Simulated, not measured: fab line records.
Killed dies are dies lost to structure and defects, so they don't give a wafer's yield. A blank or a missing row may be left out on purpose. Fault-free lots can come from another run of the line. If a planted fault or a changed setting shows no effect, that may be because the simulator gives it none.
fab line records	flow sky130
record lots=5	wafers=15	last-day=50
route steps=708 shown SD_P@328 RES_XHIGH@332 SD_N@342
lots with no fault: from the same line, run without faults
start-h: hours from the record's opening day to when the first of the lot's shown wafers began	wait-h: hours since the lot's step before	" the same as in the row above	L1.1+2: a single row standing in for several wafers	- no value present, or no start provided	* or withheld: withheld	< > ~ a bound
route shown NAME@n: a module of which the file shows steps, and the number in the route of the first	usual: mean/standard deviation of fault-free wafers	same: alike in all rows	chamber/n: place in a boat	sites: the reading at each site	_std_site: standard deviation across them	_edge_site: the outer-site mean with the inner-site mean subtracted	radius-mm: how far each site lies from the wafer's centre	mask NAME#n: copy n	behind: the tool/chamber that last shaped the wafer	hold: cause of the lot's hold/its duration in hours/its outcome	device: which transistor (n, p or np) failed to switch	end of line: at the end of the route, the tests of the same wafers	where a step has no rows: the recipe by itself	killed: dies that structure and defects cost at the first sort, which is not the same as the wafer's yield	map: a wafer's dies, marking killed ones x, the rest . and places with no die _
set.NAME: the run value of the setting; set.NAME@STEP: its run value at that earlier step	model.NAME: the simulator's own value behind a step, which no gauge read
lots seen at some steps along the route; tables by step, rows by wafer
services: from which hour (start-h, from the record's first day; less than 0 if before it) a tool's chamber was out of use, for how many hours, and why
## steps
# step SKY_SD_P_OVL_MEAS_08
# usual SD_P_OVL=-0.1/1.4
lot.wafer	tool	chamber	start-h	wait-h	SD_P_OVL[nm]
L557.2	overlay-01	-	599.17	0.1	-1.3
L557.3	"	-	"	"	-2.8
L557.4	"	-	"	"	-4.3
L559.4	overlay-02	-	621.25	0.1	1.7
L559.5	"	-	"	"	0.3
L559.6	"	-	"	"	-0.5
L564.1	overlay-01	-	659.31	0.1	1.3
L564.2	"	-	"	"	-0.3
L564.4	"	-	"	"	1.0
L573.3	overlay-01	-	730.50	0.1	-1.9
L573.5	"	-	"	"	-0.1
L573.6	"	-	"	"	-0.3
L579.2	overlay-01	-	775.67	0.1	-0.5
L579.3	"	-	"	"	-1.2
L579.4	"	-	"	"	-0.8
# step SKY_SD_P_IMPLANT_09
# recipe species=BF2	energy-kev=20	dose-cm2=3e+15	tilt-deg=0
# step SKY_SD_P_STRIP_10
# recipe chemistry=O2/N2	power-w=1400	pressure-mtorr=1500	platen-temp-c=withheld	o2-flow-sccm=3000	n2-flow-sccm=300	overash-fraction=0.5
# usual chamber-pressure-mTorr=1499.9/1.3	drypump-motor-current-A=6.0/0.49	n2-flow-sccm=299.9/0.89	oes-product-au=0.617/0.0042	strip-time-to-endpoint-s=17.51/0.051
lot.wafer	tool	chamber	start-h	wait-h	chamber-pressure-mTorr	drypump-motor-current-A	n2-flow-sccm	oes-product-au	rf-hours-counter-h	strip-time-to-endpoint-s
L557.2	plasma-asher-02	1	599.44	0.1	1501.0	5.8	299.4	0.610	16	17.52
L557.3	"	1	"	"	1499.0	5.8	298.4	0.620	-	17.52
L557.4	"	0	"	"	1500.3	6.8	299.8	0.613	-	17.51
L559.4	plasma-asher-02	1	621.45	0.1	1498.8	5.7	300.5	0.612	-	17.48
L559.5	"	1	"	"	1497.9	5.8	299.6	0.607	-	17.48
L559.6	"	0	"	"	1498.5	6.8	299.9	0.615	-	17.49
L564.1	plasma-asher-02	0	659.50	0.1	1499.2	6.8	300.1	0.624	23	17.46
L564.2	"	1	"	"	1498.3	5.7	301.3	0.611	23	17.50
L564.4	"	1	"	"	1500.4	5.8	300.4	0.623	-	17.50
L573.3	plasma-asher-03	1	730.70	0.1	1499.7	5.7	299.4	0.621	-	17.52
L573.5	"	1	"	"	1498.7	5.7	299.9	0.622	-	17.54
L573.6	"	0	"	"	1499.9	5.7	301.2	0.613	-	17.60
L579.2	plasma-asher-04	0	775.85	0.1	1501.9	6.0	300.7	0.616	3	17.54
L579.3	"	1	"	"	1499.9	5.4	299.4	0.617	-	17.51
L579.4	"	0	"	"	1502.0	6.1	301.4	0.618	-	17.56
# step SKY_SD_P_TW_MEAS_11
# usual SD_P_TW=2815/21
lot.wafer	tool	chamber	start-h	wait-h	SD_P_TW
L557.2	film-metro-01	-	599.55	0.1	2861
L557.3	"	-	"	"	2852
L557.4	"	-	"	"	2857
L559.4	film-metro-02	-	621.54	0.1	2806
L559.5	"	-	"	"	2791
L559.6	"	-	"	"	2787
L564.1	film-metro-02	-	659.60	0.1	2776
L564.2	"	-	"	"	2792
L564.4	"	-	"	"	2762
L573.3	film-metro-02	-	730.79	0.1	2807
L573.5	"	-	"	"	2785
L573.6	"	-	"	"	2790
L579.2	film-metro-02	-	775.96	0.1	2814
L579.3	"	-	"	"	2819
L579.4	"	-	"	"	2798
# step SKY_RES_XHIGH_DEHYDRATE_00
# recipe temp-c=200	time-s=60
# step SKY_RES_XHIGH_HMDS_01
# recipe prime-time-s=60	prime-temp-c=120
# step SKY_RES_XHIGH_COAT_02
# recipe resist=NOVOLAK	spin-rpm=3000	resist-thk-nm=1140
# step SKY_RES_XHIGH_SOFTBAKE_03
# recipe temp-c=90	time-s=60	resist=NOVOLAK
# step SKY_RES_XHIGH_EXPOSE_04
# recipe mask-id=URPM	na=0.6	source-shape=conventional	sigma-outer=0.6	polarization=unpolarized	target-cd-nm=1270	dose-mj=140
# step SKY_RES_XHIGH_PEB_05
# recipe temp-c=withheld	time-s=*	resist=NOVOLAK
# step SKY_RES_XHIGH_DEVELOP_06
# recipe resist=NOVOLAK	developer=TMAH	develop-time-s=60	dev-temp-c=23
# step SKY_RES_XHIGH_IMPLANT_07
# recipe species=BF2	energy-kev=20	dose-cm2=3.6e+14	tilt-deg=0
# step SKY_RES_XHIGH_STRIP_08
# recipe chemistry=O2/N2	power-w=1400	pressure-mtorr=1500	platen-temp-c=withheld	o2-flow-sccm=3000	n2-flow-sccm=300	overash-fraction=0.5
# usual chamber-pressure-mTorr=1500.0/1.5	drypump-motor-current-A=5.9/0.52	n2-flow-sccm=300.1/0.83	oes-product-au=0.710/0.0043	strip-time-to-endpoint-s=14.30/0.051
lot.wafer	tool	chamber	start-h	wait-h	chamber-pressure-mTorr	drypump-motor-current-A	n2-flow-sccm	oes-product-au	rf-hours-counter-h	strip-time-to-endpoint-s	model.NOVOLAK_of_RES_XHIGH_COAT_02.thk-nm
L557.2	plasma-asher-02	0	629.21	0.1	1498.8	6.8	299.8	0.713	20	14.30	0
L557.3	"	0	"	"	1499.7	6.8	301.4	0.713	-	14.30	0
L557.4	"	1	"	"	1498.6	5.8	300.3	0.715	-	14.28	0
L559.4	plasma-asher-01	1	650.23	0.1	1499.4	5.2	299.7	0.704	-	14.29	0
L559.5	"	1	"	"	1501.2	5.2	300.6	0.709	-	14.30	0
L559.6	"	0	"	"	1499.0	5.9	298.3	0.711	-	14.32	0
L564.1	plasma-asher-02	1	686.34	0.1	1498.9	5.8	298.8	0.704	26	14.32	0
L564.2	"	0	"	"	1500.4	6.8	300.7	0.711	26	14.33	0
L564.4	"	1	"	"	1500.0	5.8	298.3	0.708	-	14.30	0
L573.3	plasma-asher-02	0	758.98	0.1	1501.4	6.8	300.5	0.947	-	-	113.8
L573.5	"	0	"	"	1499.4	6.8	300.5	0.944	-	-	113.8
L573.6	"	1	"	"	1498.4	5.7	301.4	0.946	-	-	113.7
L579.2	plasma-asher-03	0	803.29	0.1	1497.2	5.8	299.7	0.714	95	14.30	0
L579.3	"	1	"	"	1499.7	5.7	300.1	0.713	-	14.38	0
L579.4	"	0	"	"	1500.3	5.7	299.0	0.708	-	14.35	0
# step SKY_RES_XHIGH_TW_MEAS_09
# usual RES_XHIGH_TW=1635/11
lot.wafer	tool	chamber	start-h	wait-h	RES_XHIGH_TW
L557.2	film-metro-02	-	629.32	0.1	1627
L557.3	"	-	"	"	1621
L557.4	"	-	"	"	1640
L559.4	film-metro-02	-	650.32	0.1	1622
L559.5	"	-	"	"	1623
L559.6	"	-	"	"	1629
L564.1	film-metro-02	-	686.44	0.1	1640
L564.2	"	-	"	"	1631
L564.4	"	-	"	"	1636
L573.3	film-metro-03	-	759.06	0.1	1652
L573.5	"	-	"	"	1651
L573.6	"	-	"	"	1651
L579.2	film-metro-02	-	803.40	0.1	1628
L579.3	"	-	"	"	1623
L579.4	"	-	"	"	1634
# step SKY_SD_N_DEHYDRATE_00
# recipe temp-c=200	time-s=60
# step SKY_SD_N_HMDS_01
# recipe prime-time-s=60	prime-temp-c=120
# step SKY_SD_N_COAT_02
# recipe resist=NOVOLAK	spin-rpm=3000	resist-thk-nm=1140
# step SKY_SD_N_SOFTBAKE_03
# recipe temp-c=90	time-s=60	resist=NOVOLAK
# step SKY_SD_N_EXPOSE_04
# recipe mask-id=NSDM	na=0.6	source-shape=conventional	sigma-outer=0.6	polarization=unpolarized	target-cd-nm=380	dose-mj=141
# step SKY_SD_N_PEB_05
# recipe temp-c=withheld	time-s=*	resist=NOVOLAK
# step SKY_SD_N_DEVELOP_06
# recipe resist=NOVOLAK	developer=TMAH	develop-time-s=60	dev-temp-c=23
# step SKY_SD_N_CD_MEAS_07
# recipe target-cd-nm=380
# usual cd-nm=379.3/2.3
lot.wafer	tool	chamber	start-h	wait-h	cd-nm
L557.2	cd-sem-02	-	658.13	0.1	378.9
L557.3	"	-	"	"	381.3
L557.4	"	-	"	"	380.0
L559.4	cd-sem-02	-	676.57	0.1	380.7
L559.5	"	-	"	"	379.6
L559.6	"	-	"	"	380.1
L564.1	cd-sem-01	-	713.61	0.1	377.3
L564.2	"	-	"	"	376.5
L564.4	"	-	"	"	377.4
L573.3	cd-sem-02	-	785.60	0.1	375.4
L573.5	"	-	"	"	374.8
L573.6	"	-	"	"	376.9
L579.2	cd-sem-02	-	830.28	0.1	377.5
L579.3	"	-	"	"	376.4
L579.4	"	-	"	"	380.0
# step SKY_SD_N_OVL_MEAS_08
# usual SD_N_OVL=0.3/1.5
lot.wafer	tool	chamber	start-h	wait-h	SD_N_OVL[nm]
L557.2	overlay-01	-	658.23	0.1	1.1
L557.3	"	-	"	"	1.0
L557.4	"	-	"	"	2.4
L559.4	overlay-01	-	676.65	0.1	0.1
L559.5	"	-	"	"	0.5
L559.6	"	-	"	"	0.7
L564.1	overlay-01	-	713.73	0.1	-1.1
L564.2	"	-	"	"	-1.2
L564.4	"	-	"	"	-3.6
L573.3	overlay-01	-	785.70	0.1	1.6
L573.5	"	-	"	"	1.6
L573.6	"	-	"	"	2.7
L579.2	overlay-01	-	830.39	0.1	3.5
L579.3	"	-	"	"	0.4
L579.4	"	-	"	"	-0.2
# step SKY_SD_N_IMPLANT_09
# recipe species=As	energy-kev=50	dose-cm2=4e+15	tilt-deg=0
# step SKY_SD_N_IMPLANT_10
# recipe species=P	energy-kev=20	dose-cm2=1e+14	tilt-deg=0
# step SKY_SD_N_STRIP_11
# recipe chemistry=O2/N2	power-w=1400	pressure-mtorr=1500	platen-temp-c=withheld	o2-flow-sccm=3000	n2-flow-sccm=300	overash-fraction=0.5
# usual chamber-pressure-mTorr=1500.0/1.2	drypump-motor-current-A=5.9/0.55	n2-flow-sccm=300.0/1	oes-product-au=0.528/0.0045	strip-time-to-endpoint-s=22.55/0.048
lot.wafer	tool	chamber	start-h	wait-h	chamber-pressure-mTorr	drypump-motor-current-A	n2-flow-sccm	oes-product-au	rf-hours-counter-h	strip-time-to-endpoint-s
L557.2	plasma-asher-02	1	658.56	0.1	1500.2	5.7	300.0	0.521	23	22.51
L557.3	"	1	"	"	1499.8	5.7	300.6	0.528	-	22.58
L557.4	"	0	"	"	1500.0	6.8	300.5	0.528	-	22.53
L559.4	plasma-asher-02	1	677.00	0.1	1499.9	5.8	300.4	0.532	-	22.50
L559.5	"	1	"	"	1500.5	5.8	301.1	0.526	-	22.43
L559.6	"	0	"	"	1501.3	6.8	299.1	0.528	-	22.49
L564.1	plasma-asher-02	1	714.06	0.1	1502.3	5.7	301.0	0.519	28	22.57
L564.2	"	0	"	"	1500.8	6.8	299.9	0.531	28	22.55
L564.4	"	1	"	"	1499.2	5.8	300.2	0.526	-	22.55
L573.3	plasma-asher-01	0	786.05	0.1	1500.7	5.9	300.0	0.532	-	24.23
L573.5	"	0	"	"	1500.0	5.9	299.1	0.545	-	24.28
L573.6	"	1	"	"	1500.3	5.2	300.3	0.536	-	24.31
L579.2	plasma-asher-01	1	830.72	0.1	1498.9	5.2	300.0	0.524	71	22.55
L579.3	"	0	"	"	1499.6	5.9	299.3	0.528	-	22.54
L579.4	"	1	"	"	1499.3	5.2	299.8	0.522	-	22.53
# step SKY_SD_N_TW_MEAS_12
# usual SD_N_TW=3979/31
lot.wafer	tool	chamber	start-h	wait-h	SD_N_TW
L557.2	film-metro-01	-	658.67	0.1	4008
L557.3	"	-	"	"	4018
L557.4	"	-	"	"	4021
L559.4	film-metro-02	-	677.10	0.1	3968
L559.5	"	-	"	"	3976
L559.6	"	-	"	"	3956
L564.1	film-metro-03	-	714.16	0.1	4005
L564.2	"	-	"	"	3988
L564.4	"	-	"	"	4008
L573.3	film-metro-01	-	786.14	0.1	483
L573.5	"	-	"	"	483
L573.6	"	-	"	"	483
L579.2	film-metro-02	-	830.83	0.1	3981
L579.3	"	-	"	"	3970
L579.4	"	-	"	"	3974
# step SKY_SD_N_CLEAN_13
# recipe chemistry=SC1/SC2	mix=1:4:20	temp-c=70	time-s=150	dry=n2-spin
## services
tool	chamber	start-h	hours	kind
plasma-asher-04	-	613.78	2.4	repair
plasma-asher-03	-	620.85	22.9	repair
plasma-asher-03	-	688.47	2.8	pm
plasma-asher-04	-	733.75	9.0	pm
plasma-asher-04	0	733.75	9.0	vent-cycle
plasma-asher-04	1	733.75	9.0	vent-cycle
plasma-asher-04	0	742.75	-	clean
plasma-asher-04	1	742.75	-	clean
plasma-asher-02	-	750.00	4.3	pm
plasma-asher-02	-	810.74	1.0	repair
## key
first-sign step=SKY_RES_XHIGH_STRIP_08	reading=oes-product-au	direction=up	sigmas=55	usual=0.710	struck=0.946
effect step=SKY_SD_N_STRIP_11	reading=strip-time-to-endpoint-s	direction=up	sigmas=36	usual=*	struck=*
effect step=SKY_SD_N_TW_MEAS_12	reading=SD_N_TW	direction=down	sigmas=99+	usual=3979	struck=483
model-effect step=SKY_RES_XHIGH_STRIP_08	value=NOVOLAK_of_RES_XHIGH_COAT_02.thk-nm	without=0	struck=113.8
met-at SKY_RES_XHIGH_STRIP_08
struck-wafers L573.3,L573.5,L573.6
sort-left-out L573.3,L573.5,L573.6
tester-left-out L573
onset-between 686.34 758.98
fault kind=strip-aborted	tool=plasma-asher-02	chamber=-	onset-h=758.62	steps=SKY_RES_XHIGH_STRIP_08	offset=0.41109	end-h=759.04
# tester-left-out: of these lots the tester's yield and bins aren't shown, on N5 and GAA mostly nor the transistor test; their killed dies are dies lost to structure and defects alone, not to doping, threshold or leakage, so they don't give the yield
# sort-left-out: the simulated sort isn't trusted on such a fault, so these wafers' sort isn't shown, and their yield isn't known
